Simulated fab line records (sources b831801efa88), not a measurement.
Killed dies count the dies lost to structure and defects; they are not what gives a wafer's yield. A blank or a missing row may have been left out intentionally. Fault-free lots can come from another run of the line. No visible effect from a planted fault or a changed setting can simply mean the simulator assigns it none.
What tool caused it? / flow gf180mcu / 12 lots with 36 wafers sampled at 5 steps, on a route of 602 steps

== WHAT EACH GAUGE READ, for each wafer ==
GF_VT_IMPLANT_OVL_MEAS_18.
lot=L343; measured=day 6 20:00; on=overlay-02; VT_IMPLANT_01_OVL (nm)=3.1 1.5 2.0
lot=L344; measured=day 7 00:40; on=overlay-01; VT_IMPLANT_01_OVL (nm)=1.2 0.7 1.3
lot=L345; measured=day 7 05:59; on=overlay-02; VT_IMPLANT_01_OVL (nm)=-1.1 1.2 1.5
lot=L346; measured=day 7 13:13; on=overlay-02; VT_IMPLANT_01_OVL (nm)=-0.1 -0.4 0.6
lot=L349; measured=day 8 07:07; on=overlay-02; VT_IMPLANT_01_OVL (nm)=0.3 -1.2 -2.2
lot=L350; measured=day 8 11:38; on=overlay-02; VT_IMPLANT_01_OVL (nm)=-0.9 1.8 0.8
lot=L351; measured=day 8 22:46; on=overlay-02; VT_IMPLANT_01_OVL (nm)=2.3 1.6 1.3
lot=L352; measured=day 9 04:05; on=overlay-02; VT_IMPLANT_01_OVL (nm)=- - -
lot=L356; measured=day 10 03:55; on=overlay-02; VT_IMPLANT_01_OVL (nm)=0.8 1.1 -0.1
lot=L360; measured=day 11 09:11; on=overlay-02; VT_IMPLANT_01_OVL (nm)=0.1 0.6 -0.7
lot=L362; measured=day 11 19:31; on=overlay-02; VT_IMPLANT_01_OVL (nm)=-1.9 -1.8 -0.8
lot=L364; measured=day 12 10:02; on=overlay-01; VT_IMPLANT_01_OVL (nm)=1.7 1.7 2.4

GF_VT_IMPLANT_TW_MEAS_21.
lot=L343; measured=day 6 20:17; on=film-metro-03; VT_IMPLANT_2_TW=1202 1198 1198
lot=L344; measured=day 7 00:58; on=film-metro-04; VT_IMPLANT_2_TW=1217 1210 1207
lot=L345; measured=day 7 06:17; on=film-metro-04; VT_IMPLANT_2_TW=1205 1202 1201
lot=L346; measured=day 7 13:30; on=film-metro-02; VT_IMPLANT_2_TW=1203 1212 1205
lot=L349; measured=day 8 07:24; on=film-metro-02; VT_IMPLANT_2_TW=1205 1200 1202
lot=L350; measured=day 8 11:55; on=film-metro-04; VT_IMPLANT_2_TW=1199 1209 1204
lot=L351; measured=day 8 23:03; on=film-metro-02; VT_IMPLANT_2_TW=1209 1201 1210
lot=L352; measured=day 9 04:22; on=film-metro-03; VT_IMPLANT_2_TW=30 29 29
lot=L356; measured=day 10 04:12; on=film-metro-02; VT_IMPLANT_2_TW=1211 1216 1213
lot=L360; measured=day 11 09:28; on=film-metro-02; VT_IMPLANT_2_TW=1213 1208 1208
lot=L362; measured=day 11 19:49; on=film-metro-03; VT_IMPLANT_2_TW=1202 1195 1198
lot=L364; measured=day 12 10:20; on=film-metro-02; VT_IMPLANT_2_TW=1209 1215 1211

GF_VT_IMPLANT_TW_MEAS_32.
lot=L343; measured=day 7 12:10; on=film-metro-03; VT_IMPLANT_3_TW=265.0 264.8 265.2
lot=L344; measured=day 7 17:13; on=film-metro-03; VT_IMPLANT_3_TW=263.2 265.3 265.6
lot=L345; measured=day 7 22:05; on=film-metro-03; VT_IMPLANT_3_TW=264.3 264.4 263.9
lot=L346; measured=day 8 05:48; on=film-metro-02; VT_IMPLANT_3_TW=266.6 267.5 266.5
lot=L349; measured=day 8 23:54; on=film-metro-02; VT_IMPLANT_3_TW=264.3 265.9 264.7
lot=L350; measured=day 9 05:35; on=film-metro-04; VT_IMPLANT_3_TW=266.6 266.7 267.5
lot=L351; measured=day 9 16:15; on=film-metro-02; VT_IMPLANT_3_TW=266.9 267.9 269.4
lot=L352; measured=day 9 21:51; on=film-metro-04; VT_IMPLANT_3_TW=1205.0 1198.3 1205.9
lot=L356; measured=day 10 23:02; on=film-metro-04; VT_IMPLANT_3_TW=264.7 264.7 265.1
lot=L360; measured=day 12 04:45; on=film-metro-03; VT_IMPLANT_3_TW=265.8 263.6 265.3
lot=L362; measured=day 12 15:31; on=film-metro-03; VT_IMPLANT_3_TW=266.3 265.0 265.1
lot=L364; measured=day 13 06:26; on=film-metro-03; VT_IMPLANT_3_TW=266.1 266.8 265.7

GF_SAB_OVL_MEAS_10.
lot=L343; measured=day 15 21:35; on=overlay-02; SAB_OVL (nm)=0.3 -1.4 2.3
lot=L344; measured=day 16 07:14; on=overlay-01; SAB_OVL (nm)=-0.4 0.3 0.6
lot=L345; measured=day 16 11:47; on=overlay-02; SAB_OVL (nm)=-0.9 0.9 2.2
lot=L346; measured=day 16 23:41; on=overlay-02; SAB_OVL (nm)=-0.6 1.0 -1.3
lot=L349; measured=day 17 22:53; on=overlay-01; SAB_OVL (nm)=5.2 4.7 2.8
lot=L350; measured=day 18 03:24; on=overlay-01; SAB_OVL (nm)=-0.1 -1.9 -0.8
lot=L351; measured=day 18 21:05; on=overlay-01; SAB_OVL (nm)=-2.9 -0.5 0.9
lot=L356; measured=day 20 14:49; on=overlay-01; SAB_OVL (nm)=1.7 1.2 2.2
lot=L360; measured=day 22 04:27; on=overlay-01; SAB_OVL (nm)=-0.5 -1.1 -0.3
lot=L362; measured=day 22 23:04; on=overlay-01; SAB_OVL (nm)=-0.4 0.9 -1.2
lot=L364; measured=day 23 12:19; on=overlay-02; SAB_OVL (nm)=0.2 -0.3 -0.6

== EACH LOT AND THE TOOL THAT RAN IT (in order: tool; ch and the chambers of the sampled wafers; start) ==
lot=L343; GF_VT_IMPLANT_EXPOSE_15=iline-stepper-01 ch 0, day 6 12:15
lot=L344; GF_VT_IMPLANT_EXPOSE_15=iline-stepper-01 ch 0, day 6 17:29
lot=L345; GF_VT_IMPLANT_EXPOSE_15=iline-stepper-02 ch 0, day 6 22:35
lot=L346; GF_VT_IMPLANT_EXPOSE_15=iline-stepper-02 ch 0, day 7 05:22
lot=L349; GF_VT_IMPLANT_EXPOSE_15=iline-stepper-02 ch 0, day 7 23:22
lot=L350; GF_VT_IMPLANT_EXPOSE_15=iline-stepper-02 ch 0, day 8 03:27
lot=L351; GF_VT_IMPLANT_EXPOSE_15=iline-stepper-01 ch 0, day 8 14:32
lot=L352; GF_VT_IMPLANT_EXPOSE_15=iline-stepper-02 ch 0, day 8 20:09
lot=L356; GF_VT_IMPLANT_EXPOSE_15=iline-stepper-02 ch 0, day 9 19:19
lot=L360; GF_VT_IMPLANT_EXPOSE_15=iline-stepper-01 ch 0, day 11 00:08
lot=L362; GF_VT_IMPLANT_EXPOSE_15=iline-stepper-02 ch 0, day 11 10:14
lot=L364; GF_VT_IMPLANT_EXPOSE_15=iline-stepper-02 ch 0, day 12 00:43
- GF_VT_IMPLANT_EXPOSE_15: exposes mask Nwell LV AREA, target cd 860 nm.

== AS READ BY THE TOOLS THEMSELVES (means over the sampled wafers that have a number; for cases with no such wafer, the mark the record gives instead) ==
GF_VT_IMPLANT_EXPOSE_15.
lot=L343 tool=iline-stepper-01 exposure-dose-mJ-cm2=139.85
lot=L344 tool=iline-stepper-01 exposure-dose-mJ-cm2=139.91
lot=L345 tool=iline-stepper-02 exposure-dose-mJ-cm2=139.89
lot=L346 tool=iline-stepper-02 exposure-dose-mJ-cm2=140.04
lot=L349 tool=iline-stepper-02 exposure-dose-mJ-cm2=139.94
lot=L350 tool=iline-stepper-02 exposure-dose-mJ-cm2=139.97
lot=L351 tool=iline-stepper-01 exposure-dose-mJ-cm2=139.95
lot=L352 tool=iline-stepper-02 exposure-dose-mJ-cm2=139.95
lot=L356 tool=iline-stepper-02 exposure-dose-mJ-cm2=140.02
lot=L360 tool=iline-stepper-01 exposure-dose-mJ-cm2=139.86
lot=L362 tool=iline-stepper-02 exposure-dose-mJ-cm2=140.08
lot=L364 tool=iline-stepper-02 exposure-dose-mJ-cm2=139.99

== THE ANSWER, worked out from the rows above alone ==
Rule: the usual values come from the lots themselves. Put in order of their means at a reading, lots are off if they are a third of the lots or fewer, leave a main group of 4 or more, and stand apart from it by a gap of 3 or more times the standard deviation of the main group's means; of several such gaps the widest counts. Not used: any main group whose means are identical at the precision the tables above print for the reading. Also off: a lot with no number at a reading for which 4 or more lots have one. Any other lot the step has rows for is counted as sound. First the gauges in route order, then the tools' own readings, where a lot's mean is used as printed above. At the first step where some lot is off, the reading lying furthest off is the one used; lots without a number count as furthest.
Off: L352, seen at GF_VT_IMPLANT_OVL_MEAS_18 (VT_IMPLANT_01_OVL). Without a number there: L352. For the main group the mean is 0.6 nm and the standard deviation 1.1.
A tool fits if, at a process step before that reading, it ran every lot that is off, and no sound lot after the first of them. Not tried: the gauges at GF_VT_IMPLANT_OVL_MEAS_18; whatever is off there is also off at GF_VT_IMPLANT_TW_MEAS_21, on other tools, and gauge error can't account for it. None of those tried fits.

== WHAT WAS PUT IN BY THE SIMULATOR ==
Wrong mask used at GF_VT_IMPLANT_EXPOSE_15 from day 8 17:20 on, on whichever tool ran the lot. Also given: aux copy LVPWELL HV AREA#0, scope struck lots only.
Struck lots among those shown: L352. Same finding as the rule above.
